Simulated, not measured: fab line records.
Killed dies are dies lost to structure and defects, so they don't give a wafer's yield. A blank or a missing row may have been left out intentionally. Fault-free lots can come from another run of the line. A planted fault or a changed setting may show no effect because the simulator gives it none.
Chamber matching ; flow gf180mcu ; GF_V4_ETCH_16 on rie_diel-03 has 4 sister chambers
The step etches BARC in N2/H2. 8 wafers are shown with their chamber, then 7 later ones without.

## WAFERS, EACH WITH ITS CHAMBER
wafer;chamber;drypump_motor_current_A (A);throttle_valve_pct (%)
L856.5;0;6.4;13.219
L859.1;0;6.4;13.232
L859.5;3;6.1;13.231
L861.1;2;5.4;13.228
L861.3;3;6.0;13.225
L861.4;1;5.7;13.215
L863.2;2;5.4;13.217
L863.3;1;5.6;13.230

## WAFERS WITH NO CHAMBER GIVEN
wafer;drypump_motor_current_A (A);throttle_valve_pct (%)
L863.4;6.4;13.217
L866.2;5.7;13.213
L866.5;5.7;13.238
L866.6;6.3;13.228
L867.1;6.3;13.211
L867.2;5.7;13.216
L867.3;6.1;13.216

## CHAMBER TAKEN BY EACH
wafer;from the rows above;in truth
L863.4;0;0
L866.2;1;1
L866.5;1;1
L866.6;0;0
L867.1;0;0
L867.2;1;1
L867.3;3;3
Correct placement for 7 of the 7. From these rows, 0 cannot be placed. 0 placed wrongly.
How it was worked out, from the rows above alone: a wafer's distance from a chamber is the root of the sum, over the readings, of the square of ((its reading less the chamber's mean) divided by the reading's scatter). If the next closest chamber is less than 2 further off than the closest, the wafer can't be placed; otherwise it belongs to the closest. Each chamber's mean is taken over the wafers shown for it. How the scatter is found: for the shown wafers, subtract from each reading the mean of its chamber, square and add these, divide the total by (wafers less chambers), then take the root.
